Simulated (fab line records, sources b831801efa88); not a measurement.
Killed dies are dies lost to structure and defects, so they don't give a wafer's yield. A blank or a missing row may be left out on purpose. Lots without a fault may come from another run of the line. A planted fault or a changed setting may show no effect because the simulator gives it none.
One fault seen from 2 desks | flow sky130 | each desk has only its own numbers; what lay behind them comes last

THE METROLOGY DESK
What the gauges read, lot by lot, whatever tool the lot ran on: means of the sampled wafers that have a number. A lot is out of limits, marked OUT, if its mean lies more than 4 standard deviations from the usual mean; the brackets give that distance.
Columns: A = VT_ADJUST_HVTR_OVL at SKY_VT_ADJUST_HVTR_OVL_MEAS_08, usual 0.9 nm; B = SONOS_ONO_CVD_02_THK at SKY_SONOS_ONO_THK_MEAS_03, usual 10.55 nm
lot  | first seen here | A    | B
L177 | day 9 14:06     | 0.4  | 10.63
L179 | day 10 02:52    | -0.0 | 10.61
L178 | day 10 05:05    | 1.7  | 10.54
L180 | day 10 07:59    | 1.5  | 10.55
L181 | day 10 14:09    | 0.9  | 10.66
L182 | day 11 05:15    | 0.1  | 10.51
L189 | day 13 02:50    | 4.8  | 10.75
L191 | day 13 22:19    | 0.5  | 10.66
L193 | day 14 06:53    | 0.6  | 10.55
L194 | day 14 23:05    | -0.5 | 10.48
L196 | day 15 11:10    | -0.1 | 10.57
L195 | day 15 13:17    | -0.3 | 10.39
L200 | day 16 14:26    | 1.2  | 10.30
This desk's finding: nothing out of limits on any of the 13 lots.

THE TOOL OWNER'S DESK: litho_track-03
The tool's own readings at SKY_SONOS_TUNNEL_SOFTBAKE_03 (time 60 s): means of the sampled wafers that have a number, for each lot that ran on this tool. A lot is out of limits, marked OUT, if its mean lies more than 4 standard deviations from the usual mean; the brackets give that distance.
Columns: A = resist_line_temp_C at SKY_SONOS_TUNNEL_SOFTBAKE_03, usual 23.01 C; B = run_length_s at SKY_SONOS_TUNNEL_SOFTBAKE_03, usual 89.13 s
lot  | first seen here | A     | B
L180 | day 11 19:01    | 23.00 | 89.41
L189 | day 14 17:31    | 22.94 | 99.96 (+47) OUT
L191 | day 15 14:10    | 23.06 | 99.91 (+47) OUT
This desk's finding: out of limits on L189, L191; first on L189, day 14 17:31 (run_length_s at SKY_SONOS_TUNNEL_SOFTBAKE_03). In limits: L180.

PUT TOGETHER
The tool owner's desk could have raised an alarm at day 14 17:31, on L189, L191.
The metrology desk saw nothing out of limits.
The metrology desk has L189, L191 on record, within its limits.
Of the lots named, all ran SKY_SONOS_TUNNEL_SOFTBAKE_03 on litho_track-03.

WHAT THE SIMULATOR HAD PUT IN
Process parameter drift: litho_track-03, from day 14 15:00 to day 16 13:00, at SKY_SONOS_TUNNEL_SOFTBAKE_03. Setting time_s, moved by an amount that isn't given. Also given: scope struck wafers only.
Lots struck among those shown: L189, L191.
Hours from the fault's start to each desk's first reading out of limits: the tool owner's desk, 3.
